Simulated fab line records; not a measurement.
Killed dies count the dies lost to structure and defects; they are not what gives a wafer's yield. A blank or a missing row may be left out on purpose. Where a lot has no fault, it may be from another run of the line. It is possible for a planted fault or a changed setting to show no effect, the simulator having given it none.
fab line records	flow sky130
[record] lots = 15	wafers = 45	last-day = 50
route steps=708 shown VT_ADJUST_NCORE@128
lots that met no fault: taken from a fault-free run of the same line
start-h: the number of hours between the record's first day and the start of the first shown wafer of the lot	wait-h: time in hours since the lot's previous step	" same as the row above	L1.1+2: one row covering several wafers at once	- no value, or no start given	* or withheld: withheld	< > ~ a bound
route shown NAME@n: NAME is a module with steps in the file, n the number in the route of the first one	usual: average and standard deviation across the fault-free wafers	same: alike in all rows	chamber/n: place in a boat	sites: the reading at each site	_std_site: standard deviation across them	_edge_site: the outer-site mean with the inner-site mean subtracted	radius-mm: for every site, how far away it sits from the centre of the wafer	mask NAME#n: copy n	behind: the most recent tool/chamber to have shaped the wafer	hold: what put the lot on hold/how long, in hours/how the hold closed	device: the n, p or np transistor that did not switch	end of line: tests run on the same wafers once the route is complete	where a step has no rows: the recipe by itself	killed: at the first sort, the dies lost to defects and structure; wafer yield is something else	map: per-die view of a wafer (x killed, . not killed, _ where there is no die)
set.NAME: the setting as run; set.NAME@STEP: as run at that earlier step	model.NAME: the simulator's own value behind a step, which no gauge read
the route's steps for a sample of lots (tables are steps, rows are wafers)
services: from which hour (start-h, from the record's first day; less than 0 if before it) a tool's chamber was out of use, for how many hours, and why
[[steps]]
[step SKY_VT_ADJUST_NCORE_IMPLANT_09]
[recipe] species = B	energy-kev = 10	dose-cm2 = 2.4e+12	tilt-deg = withheld
[usual] dose-ions-cm2 = 2.3995e+12/2.7e+09
lot.wafer	tool	chamber	start-h	wait-h	dose-ions-cm2
L891.1	implanter-01	0	177.70	0.0	2.3993e+12
L891.4	"	0	"	"	2.4039e+12
L891.6	"	0	"	"	2.3982e+12
L893.2	implanter-03	0	195.42	0.0	2.3964e+12
L893.5	"	0	"	"	2.3986e+12
L893.6	"	0	"	"	2.3965e+12
L894.1	implanter-03	0	198.90	0.0	2.4003e+12
L894.3	"	0	"	"	2.3954e+12
L894.6	"	0	"	"	2.3988e+12
L896.2	implanter-01	0	210.72	0.0	2.3976e+12
L896.3	"	0	"	"	2.3997e+12
L896.4	"	0	"	"	2.4047e+12
L898.2	implanter-01	0	224.97	0.0	2.4013e+12
L898.4	"	0	"	"	2.3985e+12
L898.5	"	0	"	"	2.4002e+12
L899.2	implanter-03	0	231.98	0.0	2.396e+12
L899.4	"	0	"	"	2.402e+12
L899.6	"	0	"	"	2.3984e+12
L900.3	implanter-03	0	243.00	0.1	2.4026e+12
L900.5	"	0	"	"	2.3969e+12
L900.6	"	0	"	"	2.4064e+12
L901.1	implanter-04	0	248.10	0.0	2.4003e+12
L901.2	"	0	"	"	2.3985e+12
L901.5	"	0	"	"	2.3977e+12
L901.1	implanter-04	0	248.42	0.3	2.4e+12
L901.2	"	0	"	"	2.3978e+12
L901.5	"	0	"	"	2.3994e+12
L903.2	implanter-03	0	264.72	0.0	2.4035e+12
L903.3	"	0	"	"	2.4038e+12
L903.5	"	0	"	"	2.4006e+12
L905.2	implanter-04	0	278.27	0.0	2.3949e+12
L905.3	"	0	"	"	2.4021e+12
L905.4	"	0	"	"	2.3972e+12
L906.2	implanter-03	0	284.92	0.0	2.4002e+12
L906.3	"	0	"	"	2.4038e+12
L906.6	"	0	"	"	2.3978e+12
L909.1	implanter-04	0	306.35	0.0	2.4022e+12
L909.2	"	0	"	"	2.4025e+12
L909.4	"	0	"	"	2.3977e+12
L909.1	implanter-04	0	306.67	0.3	2.3986e+12
L909.2	"	0	"	"	2.3974e+12
L909.4	"	0	"	"	2.4002e+12
L911.3	implanter-04	0	327.80	0.1	2.3975e+12
L911.5	"	0	"	"	2.3965e+12
L911.6	"	0	"	"	2.3975e+12
L911.3	implanter-04	0	328.12	0.3	2.4016e+12
L911.5	"	0	"	"	2.3997e+12
L911.6	"	0	"	"	2.3956e+12
L913.1	implanter-01	0	350.70	0.0	2.4017e+12
L913.2	"	0	"	"	2.4039e+12
L913.4	"	0	"	"	2.3965e+12
L914.1	implanter-01	0	363.50	0.0	2.3979e+12
L914.2	"	0	"	"	2.3982e+12
L914.4	"	0	"	"	2.3941e+12
[step SKY_VT_ADJUST_NCORE_TW_MEAS_11]
[usual] VT_ADJUST_NCORE_TW = 221.3/1.3
lot.wafer	tool	chamber	start-h	wait-h	VT_ADJUST_NCORE_TW
L891.1	film-metro-04	-	177.95	0.1	221.1
L891.4	"	-	"	"	221.1
L891.6	"	-	"	"	221.1
L893.2	film-metro-03	-	195.66	0.1	221.3
L893.5	"	-	"	"	220.5
L893.6	"	-	"	"	221.1
L894.1	film-metro-04	-	199.15	0.1	220.8
L894.3	"	-	"	"	220.7
L894.6	"	-	"	"	221.4
L896.2	film-metro-04	-	210.96	0.1	221.5
L896.3	"	-	"	"	220.5
L896.4	"	-	"	"	220.3
L898.2	film-metro-02	-	225.21	0.1	219.3
L898.4	"	-	"	"	220.7
L898.5	"	-	"	"	221.0
L899.2	film-metro-03	-	232.21	0.1	222.4
L899.4	"	-	"	"	224.2
L899.6	"	-	"	"	222.8
L900.3	film-metro-04	-	243.22	0.1	222.7
L900.5	"	-	"	"	223.0
L900.6	"	-	"	"	222.7
L901.1	film-metro-03	-	248.67	0.1	270.5
L901.2	"	-	"	"	268.3
L901.5	"	-	"	"	269.3
L903.2	film-metro-03	-	264.96	0.1	222.4
L903.3	"	-	"	"	222.4
L903.5	"	-	"	"	222.8
L905.2	film-metro-04	-	278.51	0.1	220.3
L905.3	"	-	"	"	220.4
L905.4	"	-	"	"	220.9
L906.2	film-metro-03	-	285.16	0.1	222.7
L906.3	"	-	"	"	222.2
L906.6	"	-	"	"	222.2
L909.1	film-metro-02	-	306.92	0.1	267.5
L909.2	"	-	"	"	268.5
L909.4	"	-	"	"	269.9
L911.3	film-metro-04	-	328.34	0.1	270.8
L911.5	"	-	"	"	273.5
L911.6	"	-	"	"	271.9
L913.1	film-metro-03	-	350.95	0.1	221.8
L913.2	"	-	"	"	223.0
L913.4	"	-	"	"	221.8
L914.1	film-metro-02	-	363.75	0.1	220.4
L914.2	"	-	"	"	219.8
L914.4	"	-	"	"	220.0
[[services]]
tool	chamber	start-h	hours	kind
implanter-04	-	198.92	2.8	repair
implanter-04	-	218.14	5.3	pm
implanter-03	-	235.24	5.6	repair
implanter-04	-	282.72	1.0	repair
implanter-01	-	299.16	11.1	repair
implanter-01	-	320.94	1.7	repair
[[key]]
[first-sign] step = SKY_VT_ADJUST_NCORE_IMPLANT_09	reading = visit	direction = added
[effect] step = SKY_VT_ADJUST_NCORE_TW_MEAS_11	reading = VT_ADJUST_NCORE_TW	direction = up	sigmas = 37	usual = 221.3	struck = 270.0
met-at SKY_VT_ADJUST_NCORE_IMPLANT_09
struck-lots L901,L909,L911
tester-left-out L901,L909,L911
[fault] kind = repeated-step-whole	tool = implanter-01,implanter-03,implanter-04	chamber = -	onset-h = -	steps = SKY_VT_ADJUST_NCORE_IMPLANT_09	times = 1	scope = struck-lots-only
// tester-left-out: of these lots the tester's yield and bins aren't shown, on N5 and GAA mostly nor the transistor test; their killed dies are dies lost to structure and defects alone, not to doping, threshold or leakage, so they don't give the yield
